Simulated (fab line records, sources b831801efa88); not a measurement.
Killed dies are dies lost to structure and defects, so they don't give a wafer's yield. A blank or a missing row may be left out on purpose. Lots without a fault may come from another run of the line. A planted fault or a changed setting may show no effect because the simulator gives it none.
Tool commonality check | flow gf180mcu | 12 lots, 36 wafers sampled

WHY IT WAS OPENED
At GF_V3_THK_MEAS_01 the reading V3_CVD_00_THK is flagged on 3 of 12 lots. Wafers without a fault read 600 nm, standard deviation 5.1.
Rule: a lot is flagged when every wafer of it that has a number lies more than 4 standard deviations from that mean, or none has a number. The other lots count as sound.

lot  | measured     | on            | V3_CVD_00_THK (nm), wafer by wafer | flag
L244 | day 21 05:05 | film_metro-01 | 598 599 591                        |
L246 | day 22 03:34 | film_metro-03 | 597 606 602                        |
L247 | day 22 11:22 | film_metro-01 | 604 597 603                        |
L248 | day 23 00:01 | film_metro-03 | 609 605 606                        |
L249 | day 23 06:50 | film_metro-01 | 598 597 596                        |
L252 | day 24 05:25 | film_metro-04 | 1195 1195 1205                     | FLAGGED
L254 | day 25 05:43 | film_metro-03 | 1195 1180 1187                     | FLAGGED
L255 | day 25 07:34 | film_metro-03 | 1204 1214 1209                     | FLAGGED
L262 | day 27 11:39 | film_metro-03 | 600 602 604                        |
L263 | day 27 21:14 | film_metro-01 | 604 607 608                        |
L264 | day 28 04:41 | film_metro-04 | 607 604 605                        |
L265 | day 28 14:42 | film_metro-01 | 599 600 595                        |
The numbers of the flagged lots are 1198 nm on average: +598 nm against the usual, or +99 or more standard deviations.

WHICH TOOL RAN EACH LOT
The record holds 2 process steps before the reading, out of a route of 602 steps. In each cell: the tool, then ch and the chambers that the sampled wafers went through, then the start.
lot  | flag    | GF_V2_STRIP_18                       | GF_V3_CVD_00
L244 |         | plasma_asher-03 ch 0,1, day 20 03:07 | hdpcvd-02 ch 0,1,2, day 21 05:01
L246 |         | plasma_asher-02 ch 0,1, day 21 02:04 | hdpcvd-01 ch 1,2, day 22 03:27
L247 |         | plasma_asher-03 ch 0,1, day 21 09:49 | hdpcvd-01 ch 0,1, day 22 11:17
L248 |         | plasma_asher-03 ch 0,1, day 21 22:19 | hdpcvd-02 ch 0,1, day 22 23:56
L249 |         | plasma_asher-03 ch 0,1, day 22 05:13 | hdpcvd-01 ch 0,1, day 23 06:45
L252 | FLAGGED | plasma_asher-01 ch 0,1, day 23 04:25 | hdpcvd-01 ch 0,1,2, day 24 05:05
L254 | FLAGGED | plasma_asher-02 ch 0,1, day 24 05:31 | hdpcvd-01 ch 0,1,2, day 25 05:24
L255 | FLAGGED | plasma_asher-01 ch 0,1, day 24 06:59 | hdpcvd-02 ch 1,2, day 25 07:16
L262 |         | plasma_asher-02 ch 0,1, day 26 13:10 | hdpcvd-02 ch 0,1, day 27 11:35
L263 |         | plasma_asher-01 ch 0,1, day 26 22:50 | hdpcvd-01 ch 0,1, day 27 21:08
L264 |         | plasma_asher-03 ch 0,1, day 27 06:36 | hdpcvd-01 ch 0,1,2, day 28 04:35
L265 |         | plasma_asher-01 ch 0,1, day 27 17:26 | hdpcvd-01 ch 0,1,2, day 28 14:38
What these steps do:
- GF_V2_STRIP_18: strips in O2/N2.
- GF_V3_CVD_00: deposits SiO2, target thk 600 nm, time 100 s.
- GF_V3_THK_MEAS_01

FLAGGED OVER TOTAL, TOOL BY TOOL (the gauges that took the reading come last)
step              | tool            | lots run | flagged | share of the flagged lots | sound lots run after its first flagged lot
GF_V2_STRIP_18    | plasma_asher-01 | 4        | 2       | some                      | 2 (L263,L265)
GF_V2_STRIP_18    | plasma_asher-02 | 3        | 1       | some                      | 1 (L262)
GF_V2_STRIP_18    | plasma_asher-03 | 5        | 0       | none                      | -
GF_V3_CVD_00      | hdpcvd-01       | 8        | 2       | some                      | 3 (L263,L264,L265)
GF_V3_CVD_00      | hdpcvd-02       | 4        | 1       | some                      | 1 (L262)
GF_V3_THK_MEAS_01 | film_metro-01   | 5        | 0       | none                      | -
GF_V3_THK_MEAS_01 | film_metro-03   | 5        | 2       | some                      | 1 (L262)
GF_V3_THK_MEAS_01 | film_metro-04   | 2        | 1       | some                      | 1 (L264)

WHAT THE TABLE ALLOWS
No row of the table ran every flagged lot.

WHAT THE SIMULATOR HAD PUT IN
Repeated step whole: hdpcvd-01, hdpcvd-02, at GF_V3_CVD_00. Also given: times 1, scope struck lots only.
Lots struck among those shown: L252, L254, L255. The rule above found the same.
